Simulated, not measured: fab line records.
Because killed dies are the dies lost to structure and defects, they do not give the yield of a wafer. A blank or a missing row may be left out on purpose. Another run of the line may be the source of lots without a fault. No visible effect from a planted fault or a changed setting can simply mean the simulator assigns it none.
A struck lot beside a sound one + flow gf180mcu + 17 steps out of a route of 602
Sound: wafers L287.1, L287.3, L287.6. Struck: wafers L286.4, L286.5, L286.6. Last of all comes the cause.
For every step that has rows: the tool of each side, followed by ch and its chambers, followed by its first start. Under that, the readings that differ: sound wafers + struck wafers + difference of the means + sigmas: that difference in standard deviations of wafers without a fault.
alike: readings whose means differ by less than 2 such deviations, and words and numbers that are the same on both sides. not compared: withheld readings, readings that some wafer has no value for, bounds like >300 that may hide the same value, and numbers for which the record gives no deviation and whose values overlap.
The two part at a step that has a row with sigmas, a row that says differs or no value, or rows on one side only. Numbers that don't overlap but have no deviation are shown without sigmas and don't part them. Lack of a reading on every wafer of one side parts them only where that side has two or more wafers.

first, 6 steps without rows for these wafers: GF_V1_ETCH_17 (etches SiO2 in C4F8/O2/Ar, stops on TiN, target depth 630 nm); GF_V1_STRIP_18 (strips in O2/N2); GF_V1_STRIP_19 (strips in post etch residue remover, time 1200 s); GF_V1_CLEAN_20 (cleans in DIW); GF_V1_SPUTTER_21 (material Ti, target thk 15 nm, time 80.02 s); GF_V1_SPUTTER_22 (material TiN, target thk 10 nm, time 40 s).
GF_V1_CVD_23: deposits W, target thk 350 nm, time 105.05 s.
  sound on cvd_w-01 ch 0,1, day 24 19:36; struck on cvd_w-02 ch 0,1, day 24 17:49
  alike: heater_power_w
GF_V1_RS_MEAS_24: uses a four-point probe to measure.
  sound on film_metro-03, day 24 19:43; struck on film_metro-03, day 24 17:57
  alike: V1_W_RS
GF_V1_THK_MEAS_25: measures by xrf.
  sound on film_metro-03, day 24 19:50; struck on film_metro-03, day 24 18:02
  alike: V1_W_THK
GF_V1_CMP_26: polishes, stops on SiO2, t overpolish 15 s, target thk 0 nm.
  sound on cmp-01 ch 0,1,3, day 24 19:56; struck on cmp-02 ch 0,1,3, day 24 18:10
  alike: motor_current_A, overpolish_run_s, time_to_endpoint_s
GF_M2_SPUTTER_00: material Ti, target thk 37.5 nm, time 150 s.
  sound on pvd_sputter-01, day 24 21:31; struck on pvd_sputter-01, day 24 18:22
  alike: cathode_dc_power_W, chamber_pressure_pa, throttle_valve_pct
then, 1 step without rows for these wafers: GF_M2_SPUTTER_01 (material TiN, target thk 30 nm, time 25 s).
GF_M2_SPUTTER_02: material AlCu, target thk 450 nm, time 23.9 s.
  sound on pvd_sputter-01, day 24 21:39; struck on pvd_sputter-01, day 24 18:30
  no value came back on the struck wafers for cathode_dc_power_W (W), chamber_pressure_pa (Pa), throttle_valve_pct (%); on the sound wafers cathode_dc_power_W (W) reads 10600 10601 10598
GF_M2_SPUTTER_03: material Ti, target thk 10 nm, time 6.7 s.
  sound on pvd_sputter-01, day 24 21:41; struck on pvd_sputter-01, day 24 18:32
  alike: cathode_dc_power_W, chamber_pressure_pa, throttle_valve_pct
GF_M2_SPUTTER_04: material TiN, target thk 50 nm, time 41.7 s.
  sound on pvd_sputter-01, day 24 21:42; struck on pvd_sputter-01, day 24 18:33
  alike: cathode_dc_power_W, chamber_pressure_pa, throttle_valve_pct
GF_M2_RS_MEAS_05: uses a four-point probe to measure.
  sound on film_metro-01, day 24 21:44; struck on film_metro-04, day 24 18:56
| reading             | sound                | struck               | difference | sigmas      |
|---------------------|----------------------|----------------------|------------|-------------|
| M2_ALCU_RS (ohm/sq) | 0.0700 0.0693 0.0702 | 7.0896 7.1698 7.1868 | +7.0789    | +99 or more |
  not compared: hold
after that, 1 step had no rows for these wafers: GF_PASSIVATION_PROBE_99.

WHERE THEY PART
Last at GF_M2_RS_MEAS_05 as far as this record goes, first at GF_M2_SPUTTER_02.

WHY: what had been put in by the simulator
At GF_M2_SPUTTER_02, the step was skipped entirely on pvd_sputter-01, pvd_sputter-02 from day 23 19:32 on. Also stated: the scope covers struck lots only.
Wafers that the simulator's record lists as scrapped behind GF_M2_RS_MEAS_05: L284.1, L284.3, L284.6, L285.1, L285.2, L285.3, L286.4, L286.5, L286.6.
